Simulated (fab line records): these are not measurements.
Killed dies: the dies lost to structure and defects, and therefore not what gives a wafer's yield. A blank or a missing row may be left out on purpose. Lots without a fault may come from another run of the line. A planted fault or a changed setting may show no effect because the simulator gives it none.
fab line records || flow sky130 || part 2 of 2: steps 29 to 39 of 39
[record] {"lots": 5, "wafers": 15, "last_day": 50}
route steps=708 shown METAL4@632 VIA4@639 METAL5@661
lots that met no fault: taken from a fault-free run of the same line
start_h: start of the lot's first displayed wafer, in hours after the record's first day || wait_h: how many hours have passed since the lot's step before this one || " the same as in the row above || L1.1+2: a single row standing in for several wafers || - no value, or no start given || * or withheld: withheld || < > ~ a bound
route shown NAME@n: NAME is a module with steps in the file, n the number in the route of the first one || usual: the fault-free wafers' mean and standard deviation || same: alike in all rows || chamber/n: place in a boat || sites: the reading at each site || _std_site: standard deviation of those values || _edge_site: inner sites' mean taken away from outer sites' mean || radius_mm: for every site, how far away it sits from the centre of the wafer || mask NAME#n: copy n || behind: the tool/chamber that last shaped the wafer || hold: why the lot was held/for how many hours/how that ended || device: which transistor (n, p or np) failed to switch || end of line: tests run on the same wafers once the route is complete || a step with no rows: only its recipe || killed: dies that structure and defects cost at the first sort, which is not the same as the wafer's yield || map: a wafer's dies, x killed, . not, _ none there
set.NAME: the setting as run; set.NAME@STEP: as run at that earlier step || model.NAME: the simulator's own value behind a step, which no gauge read
a table for each step, a row for each wafer; lots at some steps of the route
services: a tool's chamber out of use, with start hour (start_h, from the record's first day; less than 0 if before it), hours out, and reason
[[steps]]
[step SKY_VIA4_CMP_21]
[recipe] {"stop_on": "SiO2", "t_overpolish_s": 25, "down_force_psi": 3.5, "platen_rpm": 60, "target_thk_nm": 0, "pad_velocity_m_s": 0.94248}
[usual] {"motor_current_A": "11.5/1.3", "overpolish_run_s": "25.000/0.0086", "time_to_endpoint_s": "119/4"}
{"lot.wafer": "L074.3", "tool": "cmp-02", "chamber": 1, "start_h": 998.92, "wait_h": 0.0, "motor_current_A": 12.8, "overpolish_run_s": 25.019, "time_to_endpoint_s": 117}
{"lot.wafer": "L074.2", "tool": "cmp-02", "chamber": 3, "start_h": 998.92, "wait_h": 0.0, "motor_current_A": 12.5, "overpolish_run_s": 25.005, "time_to_endpoint_s": 122}
{"lot.wafer": "L074.5", "tool": "cmp-02", "chamber": 1, "start_h": 998.92, "wait_h": 0.0, "motor_current_A": 11.6, "overpolish_run_s": 25.004, "time_to_endpoint_s": 114}
{"lot.wafer": "L076.2", "tool": "cmp-01", "chamber": 0, "start_h": 1019.56, "wait_h": 0.1, "motor_current_A": 13.4, "overpolish_run_s": 25.001, "time_to_endpoint_s": 118}
{"lot.wafer": "L076.4", "tool": "cmp-01", "chamber": 1, "start_h": 1019.56, "wait_h": 0.1, "motor_current_A": 8.6, "overpolish_run_s": 24.987, "time_to_endpoint_s": 121}
{"lot.wafer": "L076.1", "tool": "cmp-01", "chamber": 2, "start_h": 1019.56, "wait_h": 0.1, "motor_current_A": 12.2, "overpolish_run_s": 24.997, "time_to_endpoint_s": 118}
{"lot.wafer": "L077.1", "tool": "cmp-02", "chamber": 3, "start_h": 1038.25, "wait_h": 0.1, "motor_current_A": 12.2, "overpolish_run_s": 24.997, "time_to_endpoint_s": 118}
{"lot.wafer": "L077.2", "tool": "cmp-02", "chamber": 0, "start_h": 1038.25, "wait_h": 0.1, "motor_current_A": 11.3, "overpolish_run_s": 24.992, "time_to_endpoint_s": 120}
{"lot.wafer": "L077.6", "tool": "cmp-02", "chamber": 2, "start_h": 1038.25, "wait_h": 0.1, "motor_current_A": 11.3, "overpolish_run_s": 24.981, "time_to_endpoint_s": 120}
{"lot.wafer": "L087.3", "tool": "cmp-01", "chamber": 2, "start_h": 1095.22, "wait_h": 0.1, "motor_current_A": 12.5, "overpolish_run_s": 24.994, "time_to_endpoint_s": 119}
{"lot.wafer": "L087.4", "tool": "cmp-01", "chamber": 0, "start_h": 1095.22, "wait_h": 0.1, "motor_current_A": 12.7, "overpolish_run_s": 24.991, "time_to_endpoint_s": 121}
{"lot.wafer": "L087.1", "tool": "cmp-01", "chamber": 1, "start_h": 1095.22, "wait_h": 0.1, "motor_current_A": 8.3, "overpolish_run_s": 24.993, "time_to_endpoint_s": 124}
{"lot.wafer": "L094.1", "tool": "cmp-01", "chamber": 0, "start_h": 1134.97, "wait_h": 0.1, "motor_current_A": 12.6, "overpolish_run_s": 25.005, "time_to_endpoint_s": 114}
{"lot.wafer": "L094.5", "tool": "cmp-01", "chamber": 0, "start_h": 1134.97, "wait_h": 0.1, "motor_current_A": 13.3, "overpolish_run_s": 25.004, "time_to_endpoint_s": 116}
{"lot.wafer": "L094.6", "tool": "cmp-01", "chamber": 1, "start_h": 1134.97, "wait_h": 0.1, "motor_current_A": 8.7, "overpolish_run_s": 24.997, "time_to_endpoint_s": 115}
[step SKY_METAL5_SPUTTER_00]
[recipe] {"material": "Ti", "target_thk_nm": 15, "power_w": 3000, "time_s": 10, "chamber_pressure_pa": 0.4}
[usual] {"throttle_valve_pct": "30.2/0.57"}
{"lot.wafer": "L074.2", "tool": "pvd_sputter-01", "chamber": "-", "start_h": 999.22, "wait_h": 0.1, "throttle_valve_pct": 30.2}
{"lot.wafer": "L074.3", "tool": "pvd_sputter-01", "chamber": "-", "start_h": 999.22, "wait_h": 0.1, "throttle_valve_pct": 29.6}
{"lot.wafer": "L074.5", "tool": "pvd_sputter-01", "chamber": "-", "start_h": 999.22, "wait_h": 0.1, "throttle_valve_pct": 29.6}
{"lot.wafer": "L076.1", "tool": "pvd_sputter-01", "chamber": "-", "start_h": 1019.81, "wait_h": 0.1, "throttle_valve_pct": 29.4}
{"lot.wafer": "L076.2", "tool": "pvd_sputter-01", "chamber": "-", "start_h": 1019.81, "wait_h": 0.1, "throttle_valve_pct": 31.7}
{"lot.wafer": "L076.4", "tool": "pvd_sputter-01", "chamber": "-", "start_h": 1019.81, "wait_h": 0.1, "throttle_valve_pct": 30.2}
{"lot.wafer": "L077.1", "tool": "pvd_sputter-01", "chamber": "-", "start_h": 1038.45, "wait_h": 0.1, "throttle_valve_pct": 31.5}
{"lot.wafer": "L077.2", "tool": "pvd_sputter-01", "chamber": "-", "start_h": 1038.45, "wait_h": 0.1, "throttle_valve_pct": 30.0}
{"lot.wafer": "L077.6", "tool": "pvd_sputter-01", "chamber": "-", "start_h": 1038.45, "wait_h": 0.1, "throttle_valve_pct": 29.8}
{"lot.wafer": "L087.1", "tool": "pvd_sputter-03", "chamber": "-", "start_h": 1095.52, "wait_h": 0.1, "throttle_valve_pct": 30.6}
{"lot.wafer": "L087.3", "tool": "pvd_sputter-03", "chamber": "-", "start_h": 1095.52, "wait_h": 0.1, "throttle_valve_pct": 29.8}
{"lot.wafer": "L087.4", "tool": "pvd_sputter-03", "chamber": "-", "start_h": 1095.52, "wait_h": 0.1, "throttle_valve_pct": 30.6}
{"lot.wafer": "L094.1", "tool": "pvd_sputter-03", "chamber": "-", "start_h": 1135.27, "wait_h": 0.2, "throttle_valve_pct": 30.5}
{"lot.wafer": "L094.5", "tool": "pvd_sputter-03", "chamber": "-", "start_h": 1135.27, "wait_h": 0.2, "throttle_valve_pct": 29.9}
{"lot.wafer": "L094.6", "tool": "pvd_sputter-03", "chamber": "-", "start_h": 1135.27, "wait_h": 0.2, "throttle_valve_pct": 30.8}
[step SKY_METAL5_SPUTTER_01]
[recipe] {"material": "TiN", "target_thk_nm": 20, "power_w": 6500, "time_s": 16.7, "chamber_pressure_pa": 0.4}
[usual] {"throttle_valve_pct": "30.2/0.56"}
{"lot.wafer": "L074.2", "tool": "pvd_sputter-01", "chamber": "-", "start_h": 999.25, "wait_h": 0.0, "throttle_valve_pct": 30.1}
{"lot.wafer": "L074.3", "tool": "pvd_sputter-01", "chamber": "-", "start_h": 999.25, "wait_h": 0.0, "throttle_valve_pct": 29.5}
{"lot.wafer": "L074.5", "tool": "pvd_sputter-01", "chamber": "-", "start_h": 999.25, "wait_h": 0.0, "throttle_valve_pct": 29.8}
{"lot.wafer": "L076.1", "tool": "pvd_sputter-01", "chamber": "-", "start_h": 1019.83, "wait_h": 0.0, "throttle_valve_pct": 29.7}
{"lot.wafer": "L076.2", "tool": "pvd_sputter-01", "chamber": "-", "start_h": 1019.83, "wait_h": 0.0, "throttle_valve_pct": 31.4}
{"lot.wafer": "L076.4", "tool": "pvd_sputter-01", "chamber": "-", "start_h": 1019.83, "wait_h": 0.0, "throttle_valve_pct": 30.0}
{"lot.wafer": "L077.1", "tool": "pvd_sputter-01", "chamber": "-", "start_h": 1038.47, "wait_h": 0.0, "throttle_valve_pct": 31.4}
{"lot.wafer": "L077.2", "tool": "pvd_sputter-01", "chamber": "-", "start_h": 1038.47, "wait_h": 0.0, "throttle_valve_pct": 30.0}
{"lot.wafer": "L077.6", "tool": "pvd_sputter-01", "chamber": "-", "start_h": 1038.47, "wait_h": 0.0, "throttle_valve_pct": 30.0}
{"lot.wafer": "L087.1", "tool": "pvd_sputter-03", "chamber": "-", "start_h": 1095.54, "wait_h": 0.0, "throttle_valve_pct": 30.6}
{"lot.wafer": "L087.3", "tool": "pvd_sputter-03", "chamber": "-", "start_h": 1095.54, "wait_h": 0.0, "throttle_valve_pct": 29.9}
{"lot.wafer": "L087.4", "tool": "pvd_sputter-03", "chamber": "-", "start_h": 1095.54, "wait_h": 0.0, "throttle_valve_pct": 30.6}
{"lot.wafer": "L094.1", "tool": "pvd_sputter-03", "chamber": "-", "start_h": 1135.30, "wait_h": 0.0, "throttle_valve_pct": 30.7}
{"lot.wafer": "L094.5", "tool": "pvd_sputter-03", "chamber": "-", "start_h": 1135.30, "wait_h": 0.0, "throttle_valve_pct": 29.4}
{"lot.wafer": "L094.6", "tool": "pvd_sputter-03", "chamber": "-", "start_h": 1135.30, "wait_h": 0.0, "throttle_valve_pct": 31.1}
[step SKY_METAL5_SPUTTER_02]
[recipe] {"material": "AlCu", "target_thk_nm": 1150, "power_w": 10600, "time_s": 61.2, "chamber_pressure_pa": 0.4}
[usual] {"throttle_valve_pct": "30.2/0.57"}
{"lot.wafer": "L074.2", "tool": "pvd_sputter-01", "chamber": "-", "start_h": 999.27, "wait_h": 0.0, "throttle_valve_pct": 29.9}
{"lot.wafer": "L074.3", "tool": "pvd_sputter-01", "chamber": "-", "start_h": 999.27, "wait_h": 0.0, "throttle_valve_pct": 29.4}
{"lot.wafer": "L074.5", "tool": "pvd_sputter-01", "chamber": "-", "start_h": 999.27, "wait_h": 0.0, "throttle_valve_pct": 29.4}
{"lot.wafer": "L076.1", "tool": "pvd_sputter-01", "chamber": "-", "start_h": 1019.86, "wait_h": 0.0, "throttle_valve_pct": 29.5}
{"lot.wafer": "L076.2", "tool": "pvd_sputter-01", "chamber": "-", "start_h": 1019.86, "wait_h": 0.0, "throttle_valve_pct": 31.7}
{"lot.wafer": "L076.4", "tool": "pvd_sputter-01", "chamber": "-", "start_h": 1019.86, "wait_h": 0.0, "throttle_valve_pct": 30.1}
{"lot.wafer": "L077.1", "tool": "pvd_sputter-01", "chamber": "-", "start_h": 1038.50, "wait_h": 0.0, "throttle_valve_pct": 31.7}
{"lot.wafer": "L077.2", "tool": "pvd_sputter-01", "chamber": "-", "start_h": 1038.50, "wait_h": 0.0, "throttle_valve_pct": 30.2}
{"lot.wafer": "L077.6", "tool": "pvd_sputter-01", "chamber": "-", "start_h": 1038.50, "wait_h": 0.0, "throttle_valve_pct": 30.2}
{"lot.wafer": "L087.1", "tool": "pvd_sputter-03", "chamber": "-", "start_h": 1095.57, "wait_h": 0.0, "throttle_valve_pct": 31.0}
{"lot.wafer": "L087.3", "tool": "pvd_sputter-03", "chamber": "-", "start_h": 1095.57, "wait_h": 0.0, "throttle_valve_pct": 29.9}
{"lot.wafer": "L087.4", "tool": "pvd_sputter-03", "chamber": "-", "start_h": 1095.57, "wait_h": 0.0, "throttle_valve_pct": 30.5}
{"lot.wafer": "L094.1", "tool": "pvd_sputter-03", "chamber": "-", "start_h": 1135.32, "wait_h": 0.0, "throttle_valve_pct": 30.2}
{"lot.wafer": "L094.5", "tool": "pvd_sputter-03", "chamber": "-", "start_h": 1135.32, "wait_h": 0.0, "throttle_valve_pct": 29.3}
{"lot.wafer": "L094.6", "tool": "pvd_sputter-03", "chamber": "-", "start_h": 1135.32, "wait_h": 0.0, "throttle_valve_pct": 30.5}
[step SKY_METAL5_SPUTTER_03]
[recipe] {"material": "Ti", "target_thk_nm": 5, "power_w": 3000, "time_s": 3.3, "chamber_pressure_pa": 0.4}
[usual] {"throttle_valve_pct": "30.2/0.56"}
{"lot.wafer": "L074.2", "tool": "pvd_sputter-01", "chamber": "-", "start_h": 999.32, "wait_h": 0.0, "throttle_valve_pct": 30.0}
{"lot.wafer": "L074.3", "tool": "pvd_sputter-01", "chamber": "-", "start_h": 999.32, "wait_h": 0.0, "throttle_valve_pct": 29.6}
{"lot.wafer": "L074.5", "tool": "pvd_sputter-01", "chamber": "-", "start_h": 999.32, "wait_h": 0.0, "throttle_valve_pct": 29.5}
{"lot.wafer": "L076.1", "tool": "pvd_sputter-01", "chamber": "-", "start_h": 1019.91, "wait_h": 0.0, "throttle_valve_pct": 29.7}
{"lot.wafer": "L076.2", "tool": "pvd_sputter-01", "chamber": "-", "start_h": 1019.91, "wait_h": 0.0, "throttle_valve_pct": 31.6}
{"lot.wafer": "L076.4", "tool": "pvd_sputter-01", "chamber": "-", "start_h": 1019.91, "wait_h": 0.0, "throttle_valve_pct": 30.2}
{"lot.wafer": "L077.1", "tool": "pvd_sputter-01", "chamber": "-", "start_h": 1038.55, "wait_h": 0.0, "throttle_valve_pct": 31.6}
{"lot.wafer": "L077.2", "tool": "pvd_sputter-01", "chamber": "-", "start_h": 1038.55, "wait_h": 0.0, "throttle_valve_pct": 29.9}
{"lot.wafer": "L077.6", "tool": "pvd_sputter-01", "chamber": "-", "start_h": 1038.55, "wait_h": 0.0, "throttle_valve_pct": 30.2}
{"lot.wafer": "L087.1", "tool": "pvd_sputter-03", "chamber": "-", "start_h": 1095.62, "wait_h": 0.0, "throttle_valve_pct": 30.6}
{"lot.wafer": "L087.3", "tool": "pvd_sputter-03", "chamber": "-", "start_h": 1095.62, "wait_h": 0.0, "throttle_valve_pct": 30.2}
{"lot.wafer": "L087.4", "tool": "pvd_sputter-03", "chamber": "-", "start_h": 1095.62, "wait_h": 0.0, "throttle_valve_pct": 30.5}
{"lot.wafer": "L094.1", "tool": "pvd_sputter-03", "chamber": "-", "start_h": 1135.37, "wait_h": 0.0, "throttle_valve_pct": 30.7}
{"lot.wafer": "L094.5", "tool": "pvd_sputter-03", "chamber": "-", "start_h": 1135.37, "wait_h": 0.0, "throttle_valve_pct": 29.5}
{"lot.wafer": "L094.6", "tool": "pvd_sputter-03", "chamber": "-", "start_h": 1135.37, "wait_h": 0.0, "throttle_valve_pct": 30.7}
[step SKY_METAL5_SPUTTER_04]
[recipe] {"material": "TiN", "target_thk_nm": 70, "power_w": 6500, "time_s": 58.3, "chamber_pressure_pa": 0.4}
[usual] {"throttle_valve_pct": "30.2/0.58"}
{"lot.wafer": "L074.2", "tool": "pvd_sputter-01", "chamber": "-", "start_h": 999.34, "wait_h": 0.0, "throttle_valve_pct": 30.1}
{"lot.wafer": "L074.3", "tool": "pvd_sputter-01", "chamber": "-", "start_h": 999.34, "wait_h": 0.0, "throttle_valve_pct": 30.0}
{"lot.wafer": "L074.5", "tool": "pvd_sputter-01", "chamber": "-", "start_h": 999.34, "wait_h": 0.0, "throttle_valve_pct": 29.8}
{"lot.wafer": "L076.1", "tool": "pvd_sputter-01", "chamber": "-", "start_h": 1019.93, "wait_h": 0.0, "throttle_valve_pct": 29.6}
{"lot.wafer": "L076.2", "tool": "pvd_sputter-01", "chamber": "-", "start_h": 1019.93, "wait_h": 0.0, "throttle_valve_pct": 31.9}
{"lot.wafer": "L076.4", "tool": "pvd_sputter-01", "chamber": "-", "start_h": 1019.93, "wait_h": 0.0, "throttle_valve_pct": 30.4}
{"lot.wafer": "L077.1", "tool": "pvd_sputter-01", "chamber": "-", "start_h": 1038.57, "wait_h": 0.0, "throttle_valve_pct": 31.8}
{"lot.wafer": "L077.2", "tool": "pvd_sputter-01", "chamber": "-", "start_h": 1038.57, "wait_h": 0.0, "throttle_valve_pct": 30.1}
{"lot.wafer": "L077.6", "tool": "pvd_sputter-01", "chamber": "-", "start_h": 1038.57, "wait_h": 0.0, "throttle_valve_pct": 29.8}
{"lot.wafer": "L087.1", "tool": "pvd_sputter-03", "chamber": "-", "start_h": 1095.64, "wait_h": 0.0, "throttle_valve_pct": 30.8}
{"lot.wafer": "L087.3", "tool": "pvd_sputter-03", "chamber": "-", "start_h": 1095.64, "wait_h": 0.0, "throttle_valve_pct": 29.8}
{"lot.wafer": "L087.4", "tool": "pvd_sputter-03", "chamber": "-", "start_h": 1095.64, "wait_h": 0.0, "throttle_valve_pct": 30.4}
{"lot.wafer": "L094.1", "tool": "pvd_sputter-03", "chamber": "-", "start_h": 1135.39, "wait_h": 0.0, "throttle_valve_pct": 30.8}
{"lot.wafer": "L094.5", "tool": "pvd_sputter-03", "chamber": "-", "start_h": 1135.39, "wait_h": 0.0, "throttle_valve_pct": 29.8}
{"lot.wafer": "L094.6", "tool": "pvd_sputter-03", "chamber": "-", "start_h": 1135.39, "wait_h": 0.0, "throttle_valve_pct": 30.8}
[step SKY_METAL5_RS_MEAS_05]
[recipe] {"thk_meas_gauge": "four-point-probe", "reads": "TiN_of_METAL5_SPUTTER_04+Ti_of_METAL5_SPUTTER_03+AlCu_of_METAL5_SPUTTER_02+TiN_of_METAL5_SPUTTER_01+Ti_of_METAL5_SPUTTER_00"}
[usual] {"METAL5_ALCU_RS": "0.02724/0.00026"}
{"lot.wafer": "L074.2", "tool": "film_metro-03", "chamber": "-", "start_h": 999.41, "wait_h": 0.0, "METAL5_ALCU_RS[ohm/sq]": 0.02748}
{"lot.wafer": "L074.3", "tool": "film_metro-03", "chamber": "-", "start_h": 999.41, "wait_h": 0.0, "METAL5_ALCU_RS[ohm/sq]": 0.02726}
{"lot.wafer": "L074.5", "tool": "film_metro-03", "chamber": "-", "start_h": 999.41, "wait_h": 0.0, "METAL5_ALCU_RS[ohm/sq]": 0.02732}
{"lot.wafer": "L076.1", "tool": "film_metro-01", "chamber": "-", "start_h": 1019.99, "wait_h": 0.0, "METAL5_ALCU_RS[ohm/sq]": 0.02737}
{"lot.wafer": "L076.2", "tool": "film_metro-01", "chamber": "-", "start_h": 1019.99, "wait_h": 0.0, "METAL5_ALCU_RS[ohm/sq]": 0.02717}
{"lot.wafer": "L076.4", "tool": "film_metro-01", "chamber": "-", "start_h": 1019.99, "wait_h": 0.0, "METAL5_ALCU_RS[ohm/sq]": 0.02749}
{"lot.wafer": "L077.1", "tool": "film_metro-03", "chamber": "-", "start_h": 1038.62, "wait_h": 0.0, "METAL5_ALCU_RS[ohm/sq]": 0.02683}
{"lot.wafer": "L077.2", "tool": "film_metro-03", "chamber": "-", "start_h": 1038.62, "wait_h": 0.0, "METAL5_ALCU_RS[ohm/sq]": 0.02718}
{"lot.wafer": "L077.6", "tool": "film_metro-03", "chamber": "-", "start_h": 1038.62, "wait_h": 0.0, "METAL5_ALCU_RS[ohm/sq]": 0.02701}
{"lot.wafer": "L087.1", "tool": "film_metro-04", "chamber": "-", "start_h": 1095.69, "wait_h": 0.0, "METAL5_ALCU_RS[ohm/sq]": 0.02743}
{"lot.wafer": "L087.3", "tool": "film_metro-04", "chamber": "-", "start_h": 1095.69, "wait_h": 0.0, "METAL5_ALCU_RS[ohm/sq]": 0.02744}
{"lot.wafer": "L087.4", "tool": "film_metro-04", "chamber": "-", "start_h": 1095.69, "wait_h": 0.0, "METAL5_ALCU_RS[ohm/sq]": 0.02689}
{"lot.wafer": "L094.1", "tool": "film_metro-04", "chamber": "-", "start_h": 1135.44, "wait_h": 0.0, "METAL5_ALCU_RS[ohm/sq]": 0.02715}
{"lot.wafer": "L094.5", "tool": "film_metro-04", "chamber": "-", "start_h": 1135.44, "wait_h": 0.0, "METAL5_ALCU_RS[ohm/sq]": 0.0274}
{"lot.wafer": "L094.6", "tool": "film_metro-04", "chamber": "-", "start_h": 1135.44, "wait_h": 0.0, "METAL5_ALCU_RS[ohm/sq]": 0.02752}
[step SKY_METAL5_THK_MEAS_06]
[recipe] {"thk_meas_gauge": "xrf", "reads": "AlCu_of_METAL5_SPUTTER_02"}
[usual] {"METAL5_ALCU_THK": "1143/12"}
{"lot.wafer": "L074.2", "tool": "film_metro-03", "chamber": "-", "start_h": 999.52, "wait_h": 0.1, "METAL5_ALCU_THK[nm]": 1127}
{"lot.wafer": "L074.3", "tool": "film_metro-03", "chamber": "-", "start_h": 999.52, "wait_h": 0.1, "METAL5_ALCU_THK[nm]": 1142}
{"lot.wafer": "L074.5", "tool": "film_metro-03", "chamber": "-", "start_h": 999.52, "wait_h": 0.1, "METAL5_ALCU_THK[nm]": 1136}
{"lot.wafer": "L076.1", "tool": "film_metro-01", "chamber": "-", "start_h": 1020.11, "wait_h": 0.1, "METAL5_ALCU_THK[nm]": 1134}
{"lot.wafer": "L076.2", "tool": "film_metro-01", "chamber": "-", "start_h": 1020.11, "wait_h": 0.1, "METAL5_ALCU_THK[nm]": 1150}
{"lot.wafer": "L076.4", "tool": "film_metro-01", "chamber": "-", "start_h": 1020.11, "wait_h": 0.1, "METAL5_ALCU_THK[nm]": 1131}
{"lot.wafer": "L077.1", "tool": "film_metro-03", "chamber": "-", "start_h": 1038.74, "wait_h": 0.1, "METAL5_ALCU_THK[nm]": 1157}
{"lot.wafer": "L077.2", "tool": "film_metro-03", "chamber": "-", "start_h": 1038.74, "wait_h": 0.1, "METAL5_ALCU_THK[nm]": 1141}
{"lot.wafer": "L077.6", "tool": "film_metro-03", "chamber": "-", "start_h": 1038.74, "wait_h": 0.1, "METAL5_ALCU_THK[nm]": 1153}
{"lot.wafer": "L087.1", "tool": "film_metro-04", "chamber": "-", "start_h": 1095.81, "wait_h": 0.1, "METAL5_ALCU_THK[nm]": 1136}
{"lot.wafer": "L087.3", "tool": "film_metro-04", "chamber": "-", "start_h": 1095.81, "wait_h": 0.1, "METAL5_ALCU_THK[nm]": 1134}
{"lot.wafer": "L087.4", "tool": "film_metro-04", "chamber": "-", "start_h": 1095.81, "wait_h": 0.1, "METAL5_ALCU_THK[nm]": 1161}
{"lot.wafer": "L094.1", "tool": "film_metro-04", "chamber": "-", "start_h": 1135.56, "wait_h": 0.1, "METAL5_ALCU_THK[nm]": 1157}
{"lot.wafer": "L094.5", "tool": "film_metro-04", "chamber": "-", "start_h": 1135.56, "wait_h": 0.1, "METAL5_ALCU_THK[nm]": 1139}
{"lot.wafer": "L094.6", "tool": "film_metro-04", "chamber": "-", "start_h": 1135.56, "wait_h": 0.1, "METAL5_ALCU_THK[nm]": 1141}
[step SKY_METAL5_DEHYDRATE_07]
[recipe] {"temp_c": 200, "time_s": 60}
{"lot.wafer": "L074.2+3+5", "tool": "litho_track-01", "chamber": 0, "start_h": 1010.77, "wait_h": 11.2}
{"lot.wafer": "L076.1+2+4", "tool": "litho_track-03", "chamber": 0, "start_h": 1030.95, "wait_h": 10.8}
{"lot.wafer": "L077.1+2+6", "tool": "litho_track-04", "chamber": 0, "start_h": 1048.66, "wait_h": 9.9}
{"lot.wafer": "L087.1+3+4", "tool": "litho_track-04", "chamber": 0, "start_h": 1106.21, "wait_h": 10.4}
{"lot.wafer": "L094.1+5+6", "tool": "litho_track-01", "chamber": 0, "start_h": 1143.80, "wait_h": 8.2}
[step SKY_METAL5_HMDS_08]
[recipe] {"prime_time_s": 60, "prime_temp_c": 120}
[usual] {"prime_temp_c": "119.99/0.12"}
{"lot.wafer": "L074.2", "tool": "litho_track-01", "chamber": 0, "start_h": 1010.92, "wait_h": 0.1, "prime_temp_c": 120.21}
{"lot.wafer": "L074.3", "tool": "litho_track-01", "chamber": 0, "start_h": 1010.92, "wait_h": 0.1, "prime_temp_c": 120.17}
{"lot.wafer": "L074.5", "tool": "litho_track-01", "chamber": 0, "start_h": 1010.92, "wait_h": 0.1, "prime_temp_c": 119.86}
{"lot.wafer": "L076.1", "tool": "litho_track-03", "chamber": 0, "start_h": 1031.10, "wait_h": 0.1, "prime_temp_c": 119.87}
{"lot.wafer": "L076.2", "tool": "litho_track-03", "chamber": 0, "start_h": 1031.10, "wait_h": 0.1, "prime_temp_c": 119.94}
{"lot.wafer": "L076.4", "tool": "litho_track-03", "chamber": 0, "start_h": 1031.10, "wait_h": 0.1, "prime_temp_c": 119.87}
{"lot.wafer": "L077.1", "tool": "litho_track-04", "chamber": 0, "start_h": 1048.81, "wait_h": 0.1, "prime_temp_c": 119.97}
{"lot.wafer": "L077.2", "tool": "litho_track-04", "chamber": 0, "start_h": 1048.81, "wait_h": 0.1, "prime_temp_c": 119.91}
{"lot.wafer": "L077.6", "tool": "litho_track-04", "chamber": 0, "start_h": 1048.81, "wait_h": 0.1, "prime_temp_c": 119.99}
{"lot.wafer": "L087.1", "tool": "litho_track-04", "chamber": 0, "start_h": 1106.36, "wait_h": 0.1, "prime_temp_c": 119.95}
{"lot.wafer": "L087.3", "tool": "litho_track-04", "chamber": 0, "start_h": 1106.36, "wait_h": 0.1, "prime_temp_c": 119.96}
{"lot.wafer": "L087.4", "tool": "litho_track-04", "chamber": 0, "start_h": 1106.36, "wait_h": 0.1, "prime_temp_c": 120.02}
{"lot.wafer": "L094.1", "tool": "litho_track-01", "chamber": 0, "start_h": 1143.95, "wait_h": 0.1, "prime_temp_c": 120.22}
{"lot.wafer": "L094.5", "tool": "litho_track-01", "chamber": 0, "start_h": 1143.95, "wait_h": 0.1, "prime_temp_c": 120.03}
{"lot.wafer": "L094.6", "tool": "litho_track-01", "chamber": 0, "start_h": 1143.95, "wait_h": 0.1, "prime_temp_c": 120.29}
[step SKY_METAL5_COAT_09]
[recipe] {"resist": "NOVOLAK", "spin_rpm": 3000, "resist_thk_nm": 1800}
{"lot.wafer": "L074.2+3+5", "tool": "litho_track-01", "chamber": 0, "start_h": 1011.07, "wait_h": 0.1}
{"lot.wafer": "L076.1+2+4", "tool": "litho_track-03", "chamber": 0, "start_h": 1031.25, "wait_h": 0.1}
{"lot.wafer": "L077.1+2+6", "tool": "litho_track-04", "chamber": 0, "start_h": 1048.96, "wait_h": 0.1}
{"lot.wafer": "L087.1+3+4", "tool": "litho_track-04", "chamber": 0, "start_h": 1106.51, "wait_h": 0.1}
{"lot.wafer": "L094.1+5+6", "tool": "litho_track-01", "chamber": 0, "start_h": 1144.10, "wait_h": 0.1}
[[services]]
{"tool": "pvd_sputter-01", "chamber": "-", "start_h": 960.41, "hours": 2.3, "kind": "repair"}
{"tool": "cmp-01", "chamber": "-", "start_h": 984.11, "hours": 5.5, "kind": "repair"}
{"tool": "rie_metal-01", "chamber": "-", "start_h": 990.47, "hours": 0.1, "kind": "repair"}
{"tool": "cmp-02", "chamber": "-", "start_h": 994.94, "hours": 0.5, "kind": "repair"}
{"tool": "wet_bench-01", "chamber": "-", "start_h": 995.77, "hours": 2.0, "kind": "repair"}
{"tool": "pvd_sputter-01", "chamber": "-", "start_h": 1000.17, "hours": 5.3, "kind": "repair"}
{"tool": "rie_metal-04", "chamber": 0, "start_h": 1001.31, "hours": 3.9, "kind": "repair"}
{"tool": "pvd_sputter-04", "chamber": "-", "start_h": 1011.52, "hours": 1.2, "kind": "repair"}
{"tool": "cmp-01", "chamber": "-", "start_h": 1012.44, "hours": 4.8, "kind": "pm"}
{"tool": "cmp-02", "chamber": "-", "start_h": 1025.75, "hours": 2.5, "kind": "repair"}
{"tool": "hdpcvd-02", "chamber": "-", "start_h": 1040.29, "hours": 28.0, "kind": "repair"}
{"tool": "rie_diel-01", "chamber": 0, "start_h": 1047.13, "hours": 11.6, "kind": "repair"}
{"tool": "plasma_asher-04", "chamber": "-", "start_h": 1055.25, "hours": 9.0, "kind": "pm"}
{"tool": "iline_stepper-02", "chamber": "-", "start_h": 1058.26, "hours": 1.7, "kind": "pm"}
{"tool": "cmp-02", "chamber": "-", "start_h": 1063.35, "hours": 1.0, "kind": "repair"}
{"tool": "hdpcvd-02", "chamber": "-", "start_h": 1073.95, "hours": 2.8, "kind": "pm"}
{"tool": "pvd_sputter-04", "chamber": "-", "start_h": 1081.88, "hours": 2.4, "kind": "repair"}
{"tool": "cmp-01", "chamber": "-", "start_h": 1084.26, "hours": 4.0, "kind": "pm"}
{"tool": "pvd_sputter-04", "chamber": "-", "start_h": 1086.63, "hours": 4.4, "kind": "repair"}
{"tool": "rie_metal-02", "chamber": 1, "start_h": 1088.59, "hours": 1.1, "kind": "repair"}
{"tool": "rie_metal-04", "chamber": 1, "start_h": 1107.58, "hours": 4.5, "kind": "repair"}
{"tool": "cvd_w-01", "chamber": "-", "start_h": 1109.06, "hours": 2.1, "kind": "repair"}
{"tool": "cmp-01", "chamber": "-", "start_h": 1119.95, "hours": 0.5, "kind": "repair"}
{"tool": "hdpcvd-02", "chamber": 2, "start_h": 1136.69, "hours": 3.9, "kind": "repair"}
